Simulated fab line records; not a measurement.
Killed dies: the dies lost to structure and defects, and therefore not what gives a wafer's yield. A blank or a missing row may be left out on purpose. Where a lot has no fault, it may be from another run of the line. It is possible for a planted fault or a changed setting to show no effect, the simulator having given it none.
Split-lot experiment :: flow sfqLine :: on a route of 325 steps: 5 lots, 23 wafers read

== ON THE SPLIT ==
At SFQ_TRILAYER_I7_DEP_PECVD_183 (deposits SiO2 from SiH4/N2O, time 111.11 s, target thk 500 nm), the setting timeS was moved away from the recipe's 111.11 s on 8 of the 23 wafers read, by -13.8% to +13.7%. For the rest of the wafers, this setting stayed at what the recipe calls for.

The reading comes from the split's own step.

== THE READING ==
SiO2_of_TRILAYER_I7_DEP_PECVD_183.thkNm (the simulator's own value, which no gauge read), in nm, at SFQ_TRILAYER_I7_DEP_PECVD_183 (deposits SiO2 from SiH4/N2O, time 111.11 s, target thk 500 nm). The file does not state a usual value for it. Here, 15 wafers ran the recipe; their average is 496.6 nm with a standard deviation of 6.3 nm.

wafer: L074.3
tool, chamber at the split: pecvd-04, 2
timeS as run, s: 111.11
against the recipe: recipe
SiO2_of_TRILAYER_I7_DEP_PECVD_183.thkNm, nm: 496.7
against lot-mates on the recipe: -

wafer: L074.4
tool, chamber at the split: pecvd-04, 0
timeS as run, s: 111.11
against the recipe: recipe
SiO2_of_TRILAYER_I7_DEP_PECVD_183.thkNm, nm: 504.1
against lot-mates on the recipe: -

wafer: L074.5
tool, chamber at the split: pecvd-04, 1
timeS as run, s: 111.11
against the recipe: recipe
SiO2_of_TRILAYER_I7_DEP_PECVD_183.thkNm, nm: 502.4
against lot-mates on the recipe: -

wafer: L078.1
tool, chamber at the split: pecvd-01, 1
timeS as run, s: 111.11
against the recipe: recipe
SiO2_of_TRILAYER_I7_DEP_PECVD_183.thkNm, nm: 500.7
against lot-mates on the recipe: -

wafer: L078.2
tool, chamber at the split: pecvd-01, 0
timeS as run, s: 95.8
against the recipe: -13.8%
SiO2_of_TRILAYER_I7_DEP_PECVD_183.thkNm, nm: 434.2
against lot-mates on the recipe: -67.8

wafer: L078.4
tool, chamber at the split: pecvd-01, 0
timeS as run, s: 95.8
against the recipe: -13.8%
SiO2_of_TRILAYER_I7_DEP_PECVD_183.thkNm, nm: 437.1
against lot-mates on the recipe: -64.9

wafer: L078.5
tool, chamber at the split: pecvd-01, 1
timeS as run, s: 111.11
against the recipe: recipe
SiO2_of_TRILAYER_I7_DEP_PECVD_183.thkNm, nm: 503.3
against lot-mates on the recipe: -

wafer: L078.6
tool, chamber at the split: pecvd-01, 2
timeS as run, s: 95.8
against the recipe: -13.8%
SiO2_of_TRILAYER_I7_DEP_PECVD_183.thkNm, nm: 445
against lot-mates on the recipe: -57.0

wafer: L079.1
tool, chamber at the split: pecvd-04, 1
timeS as run, s: 111.11
against the recipe: recipe
SiO2_of_TRILAYER_I7_DEP_PECVD_183.thkNm, nm: 483.5
against lot-mates on the recipe: -

wafer: L079.2
tool, chamber at the split: pecvd-04, 0
timeS as run, s: 105.4
against the recipe: -5.1%
SiO2_of_TRILAYER_I7_DEP_PECVD_183.thkNm, nm: 460.6
against lot-mates on the recipe: -27.6

wafer: L079.3
tool, chamber at the split: pecvd-04, 2
timeS as run, s: 111.11
against the recipe: recipe
SiO2_of_TRILAYER_I7_DEP_PECVD_183.thkNm, nm: 488.2
against lot-mates on the recipe: -

wafer: L079.4
tool, chamber at the split: pecvd-04, 2
timeS as run, s: 105.4
against the recipe: -5.1%
SiO2_of_TRILAYER_I7_DEP_PECVD_183.thkNm, nm: 470.6
against lot-mates on the recipe: -17.6

wafer: L079.6
tool, chamber at the split: pecvd-04, 1
timeS as run, s: 111.11
against the recipe: recipe
SiO2_of_TRILAYER_I7_DEP_PECVD_183.thkNm, nm: 492.9
against lot-mates on the recipe: -

wafer: L083.1
tool, chamber at the split: pecvd-01, 2
timeS as run, s: 111.11
against the recipe: recipe
SiO2_of_TRILAYER_I7_DEP_PECVD_183.thkNm, nm: 495.5
against lot-mates on the recipe: -

wafer: L083.2
tool, chamber at the split: pecvd-01, 1
timeS as run, s: 111.11
against the recipe: recipe
SiO2_of_TRILAYER_I7_DEP_PECVD_183.thkNm, nm: 495.1
against lot-mates on the recipe: -

wafer: L083.4
tool, chamber at the split: pecvd-01, 2
timeS as run, s: 111.11
against the recipe: recipe
SiO2_of_TRILAYER_I7_DEP_PECVD_183.thkNm, nm: 502.3
against lot-mates on the recipe: -

wafer: L083.5
tool, chamber at the split: pecvd-01, 1
timeS as run, s: 111.11
against the recipe: recipe
SiO2_of_TRILAYER_I7_DEP_PECVD_183.thkNm, nm: 503.3
against lot-mates on the recipe: -

wafer: L083.6
tool, chamber at the split: pecvd-01, 0
timeS as run, s: 111.11
against the recipe: recipe
SiO2_of_TRILAYER_I7_DEP_PECVD_183.thkNm, nm: 500.2
against lot-mates on the recipe: -

wafer: L084.1
tool, chamber at the split: pecvd-04, 0
timeS as run, s: 111.11
against the recipe: recipe
SiO2_of_TRILAYER_I7_DEP_PECVD_183.thkNm, nm: 486.8
against lot-mates on the recipe: -

wafer: L084.2
tool, chamber at the split: pecvd-04, 2
timeS as run, s: 111.11
against the recipe: recipe
SiO2_of_TRILAYER_I7_DEP_PECVD_183.thkNm, nm: 494.2
against lot-mates on the recipe: -

wafer: L084.3
tool, chamber at the split: pecvd-04, 1
timeS as run, s: 126.3
against the recipe: +13.7%
SiO2_of_TRILAYER_I7_DEP_PECVD_183.thkNm, nm: 562.1
against lot-mates on the recipe: +71.6

wafer: L084.4
tool, chamber at the split: pecvd-04, 0
timeS as run, s: 126.3
against the recipe: +13.7%
SiO2_of_TRILAYER_I7_DEP_PECVD_183.thkNm, nm: 568.5
against lot-mates on the recipe: +78.0

wafer: L084.5
tool, chamber at the split: pecvd-04, 1
timeS as run, s: 126.3
against the recipe: +13.7%
SiO2_of_TRILAYER_I7_DEP_PECVD_183.thkNm, nm: 569.7
against lot-mates on the recipe: +79.2

FIT RESULTS
A straight line over all 23 wafers: SiO2_of_TRILAYER_I7_DEP_PECVD_183.thkNm changes by +4.73 nm for each +1% of timeS; r = +0.98; the points scatter about the line by 7.1 nm.
The same after taking each lot's own level away (the mean of its wafers on the recipe; 23 wafers): +5.07 nm for each +1%; r = +0.99; scatter 4.9 nm.
According to that fit, moving timeS by its largest amount changes the reading by 70 nm.
The lots' own levels span 488.20 to 502.00 nm, that is 2.2 times the standard deviation above.
The two slopes agree, so the slope changes little with the lot-to-lot level.
Check: -67.8 nm against its lot-mates is what the line predicts for one of the wafers moved furthest among these (-13.8%) when that wafer is left out of the fit. It came out at -67.8 nm against them.

== ADDITIONAL SPLITS CARRIED BY THESE WAFERS ==
Before the reading, these wafers also passed through other splits. Each is held against what the fit with the lots' levels taken away leaves over:
other split on the same wafers: SFQ_TRILAYER_M5_BARC_OPEN_METAL_ETCH_161 icpW
wafers away from the commonest value: 11
r with SiO2_of_TRILAYER_I7_DEP_PECVD_183.thkNm (lot level and that fit taken away): -0.08

other split on the same wafers: SFQ_TRILAYER_C5_LITHO_COAT_151 resistThkNm
wafers away from the commonest value: 7
r with SiO2_of_TRILAYER_I7_DEP_PECVD_183.thkNm (lot level and that fit taken away): +0.03

other split on the same wafers: SFQ_TRILAYER_C5_BARC_OPEN_VIA_ETCH_210 timeS
wafers away from the commonest value: 8
r with SiO2_of_TRILAYER_I7_DEP_PECVD_183.thkNm (lot level and that fit taken away): -0.14

other split on the same wafers: SFQ_TRILAYER_M6_LITHO_COAT_164 resistThkNm
wafers away from the commonest value: 7
r with SiO2_of_TRILAYER_I7_DEP_PECVD_183.thkNm (lot level and that fit taken away): +0.01

other split on the same wafers: SFQ_TRILAYER_M6_ETCH_METAL_ETCH_162 timeS
wafers away from the commonest value: 7
r with SiO2_of_TRILAYER_I7_DEP_PECVD_183.thkNm (lot level and that fit taken away): -0.16

other split on the same wafers: SFQ_TRILAYER_I6_VIA_LITHO_EXPOSE_170 doseMj
wafers away from the commonest value: 10
r with SiO2_of_TRILAYER_I7_DEP_PECVD_183.thkNm (lot level and that fit taken away): +0.41

other split on the same wafers: SFQ_TRILAYER_M7_DEP_SPUTTER_175 timeS
wafers away from the commonest value: 7
r with SiO2_of_TRILAYER_I7_DEP_PECVD_183.thkNm (lot level and that fit taken away): +0.07

other split on the same wafers: SFQ_TRILAYER_M7_ETCH_METAL_ETCH_180 icpW
wafers away from the commonest value: 6
r with SiO2_of_TRILAYER_I7_DEP_PECVD_183.thkNm (lot level and that fit taken away): -0.26

== FILE'S OWN FIT ==
SiO2_of_TRILAYER_I7_DEP_PECVD_183.thkNm changes by +5.04 nm for each +1% of timeS, r = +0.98.
